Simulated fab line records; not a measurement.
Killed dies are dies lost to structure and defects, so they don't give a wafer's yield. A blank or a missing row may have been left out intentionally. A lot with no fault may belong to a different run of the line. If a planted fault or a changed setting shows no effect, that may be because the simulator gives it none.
Comparing a struck lot with a sound one | flow sfq line | 41 steps out of a route of 325
Sound: the wafers L338.1, L338.5, L338.6. Wafers struck: L332.1, L332.3, L332.4. Last of all comes the cause.
Order at every step that has rows: each side's tool, ch and its chambers, its first start. Under that, the readings that differ: sound wafers | struck wafers | difference of the means | sigmas: that difference in standard deviations of wafers without a fault.
alike: same words and numbers on both sides, and readings whose means sit less than 2 such deviations apart. not compared: any withheld reading, any reading some wafer has no value for, any bound like >300 that may hide the same value, and any number with overlapping values for which the record gives no deviation.
A row with sigmas, a row that says differs or no value, or rows on one side alone: a step with any of these is where the two part. Numbers that don't overlap but have no deviation are shown without sigmas and don't part them. A reading that every wafer of one side lacks parts them only if that side has two wafers or more.

first, 6 steps without rows for these wafers: SFQ_TRILAYER_M7_LITHO_COAT_182 (resist thk 62 nm); SFQ_TRILAYER_M7_LITHO_COAT_177 (resist thk 600 nm); SFQ_TRILAYER_M7_LITHO_SOFTBAKE_181; SFQ_TRILAYER_M7_LITHO_EXPOSE_178 (exposes mask M7, target cd 500 nm); SFQ_TRILAYER_M7_LITHO_PEB_180 (peb time 60 s); SFQ_TRILAYER_M7_LITHO_DEVELOP_179 (time 60 s).
SFQ_M7_OVL_MEAS_945:
  sound on overlay-02, day 85 19:10; struck on overlay-01, day 79 00:22
  alike: M7_OVL
SFQ_TRILAYER_M7_BARC_OPEN_METAL_ETCH_229: etches BARC in O2, target depth 125 nm, time 41.7 s.
  sound on rie metal-01 ch 0,1, day 85 19:11; struck on rie metal-03 ch 0,1, day 79 00:24
  alike: drypump motor current A, oes product au
  not compared: rf hours counter h
SFQ_TRILAYER_M7_ETCH_METAL_ETCH_180: etches Nb in Cl2/Ar, stops on SiO2, target depth 240 nm, time 120 s.
  sound on rie metal-01 ch 0,1, day 85 19:15; struck on rie metal-03 ch 0,1, day 79 00:28
  alike: drypump motor current A, oes product au
  not compared: rf hours counter h
then, 2 steps without rows for these wafers: SFQ_TRILAYER_M7_STRIP_STRIP_181 (strips in O2); SFQ_TRILAYER_M7_STRIP_SOLV_CLEAN_182 (cleans in NMP, time 600 s).
SFQ_TRILAYER_I7_DEP_PECVD_183: deposits SiO2 from SiH4/N2O, time 111.11 s, target thk 500 nm.
  sound on pecvd-03 ch 1,2, day 85 20:09; struck on pecvd-01 ch 0,2, day 79 01:22
  alike: heater power w, susceptor temp C, throttle valve pct
SFQ_TRILAYER_I7_CMP_CMP_184: polishes SiO2.
  sound on cmp-01 ch 0,2,3, day 85 21:14; struck on cmp-01 ch 0,2,3, day 79 01:26
  no value came back on the struck wafers for any of 6 readings (edge zone pressure frac, head pressure psi (psi) and others); on the sound wafers edge zone pressure frac reads 1.001 1.009 1.002
  reading                                             | sound             | struck            | difference | sigmas
  model.SiO2_of_TRILAYER_I7_DEP_PECVD_183.thk nm (nm) | 199.1 200.9 198.5 | 486.3 488.2 499.5 | +291.8     |
SFQ_I7_BOW_MEAS_946:
  sound on film metro-03, day 85 23:14; struck on film metro-03, day 79 04:26
  alike: I7_BOW
SFQ_TRILAYER_I7_METRO_MEASURE_185:
  sound on film metro-03, day 85 23:21; struck on film metro-03, day 79 04:33
  reading     | sound             | struck            | difference | sigmas
  thk nm (nm) | 199.1 200.9 198.5 | 486.4 488.0 499.4 | +291.8     | +99 or more
then, 6 steps without rows for these wafers: SFQ_TRILAYER_I7_VIA_LITHO_COAT_192 (resist thk 62 nm); SFQ_TRILAYER_I7_VIA_LITHO_COAT_187 (resist thk 650 nm); SFQ_TRILAYER_I7_VIA_LITHO_SOFTBAKE_191; SFQ_TRILAYER_I7_VIA_LITHO_EXPOSE_188 (exposes mask I7, target cd 1000 nm); SFQ_TRILAYER_I7_VIA_LITHO_PEB_190 (peb time 60 s); SFQ_TRILAYER_I7_VIA_LITHO_DEVELOP_189 (time 60 s).
-- the record jumps here: 4 days lie between the struck wafers' starts before and after --
SFQ_I7_OVL_MEAS_947:
  sound on overlay-01, day 89 21:08; struck on overlay-02, day 83 14:53
  alike: I7_OVL
SFQ_TRILAYER_I7_VIA_BARC_OPEN_VIA_ETCH_260: etches BARC in O2, target depth 125 nm, time 41.7 s.
  sound on rie diel-02 ch 0,2,3, day 89 21:11; struck on rie diel-02 ch 0,1,3, day 83 14:56
  alike: drypump motor current A, oes product au
  not compared: rf hours counter h
SFQ_TRILAYER_I7_VIA_ETCH_VIA_ETCH_190: etches SiO2 in CHF3, stops on Nb, target depth 260 nm.
  sound on rie diel-02 ch 0,2,3, day 89 21:13; struck on rie diel-02 ch 0,1,3, day 83 14:58
  reading                        | sound             | struck            | difference | sigmas
  oes product au (a.u.)          | 0.848 0.852 0.858 | 1.600 1.605 1.614 | +0.754     | +99 or more
  model.I7.feature depth nm (nm) | 199.1 200.9 198.5 | 254 256.1 257.1   | +56        |
  model.etch.depth nm (nm)       | 199.1 200.9 198.5 | 254 256.1 257.1   | +56        |
  alike: drypump motor current A
SFQ_TRILAYER_I7_VIA_STRIP_STRIP_191: strips in O2.
  sound on rie metal-04 ch 0,1, day 89 21:20; struck on rie metal-04 ch 0,1, day 83 15:05
  alike: drypump motor current A, oes product au
  not compared: rf hours counter h
then, 8 steps without rows for these wafers: SFQ_TRILAYER_I7_VIA_STRIP_SOLV_CLEAN_192 (cleans in NMP, time 600 s); SFQ_TRILAYER_M8_LITHO_LOR_COAT_197; SFQ_TRILAYER_M8_LITHO_LOR_BAKE_198; SFQ_TRILAYER_M8_LITHO_COAT_193 (resist thk 600 nm); SFQ_TRILAYER_M8_LITHO_SOFTBAKE_199; SFQ_TRILAYER_M8_LITHO_EXPOSE_194 (exposes mask M8, target cd 2000 nm); SFQ_TRILAYER_M8_LITHO_PEB_196 (peb time 60 s); SFQ_TRILAYER_M8_LITHO_DEVELOP_195 (img clear 15 s, time 55 s).
-- the record jumps here: 4 days lie between the struck wafers' starts before and after --
SFQ_M8_OVL_MEAS_948:
  sound on overlay-01, day 93 05:32; struck on overlay-01, day 87 08:49
  alike: M8_OVL
then, 3 steps without rows for these wafers: SFQ_TRILAYER_M8_DEP_EVAP_197 (material Ti, target thk 20 nm, time 100 s); SFQ_TRILAYER_M8_DEP_EVAP_198 (material Pt, target thk 50 nm, time 250 s); SFQ_TRILAYER_M8_DEP_EVAP_196 (material Au, target thk 180 nm, time 900 s).
SFQ_M8_RS_MEAS_949: measures by four-point-probe.
  sound on film metro-01, day 93 06:19; struck on film metro-04, day 87 09:35
  alike: M8_AU_RS
SFQ_M8_THK_MEAS_950: measures by xrf.
  sound on film metro-01, day 93 06:26; struck on film metro-04, day 87 09:43
  alike: M8_AU_THK
then, 1 step without rows for these wafers: SFQ_TRILAYER_M8_LIFTOFF_LIFTOFF_197 (chemistry NMP, time 600 s).
SFQ_M8_BOW_MEAS_951:
  sound on film metro-02, day 93 06:40; struck on film metro-02, day 87 09:58
  reading                 | sound             | struck            | difference | sigmas
  model.etest.i7.link ohm | 1.035 1.041 1.056 | 1e+06 1e+06 1e+06 | +1e+06     |
  alike: M8_BOW

WHERE THEY PART
Earliest at SFQ_TRILAYER_I7_CMP_CMP_184; latest, in this record, at SFQ_TRILAYER_I7_VIA_ETCH_VIA_ETCH_190. Later steps at which nothing parts them and some readings are alike: SFQ_TRILAYER_I7_VIA_STRIP_STRIP_191, SFQ_M8_OVL_MEAS_948, SFQ_M8_RS_MEAS_949, SFQ_M8_THK_MEAS_950, SFQ_M8_BOW_MEAS_951.

WHY: whatever the simulator had introduced
Step skipped in full: cmp-01, at SFQ_TRILAYER_I7_CMP_CMP_184, from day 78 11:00 onward. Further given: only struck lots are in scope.
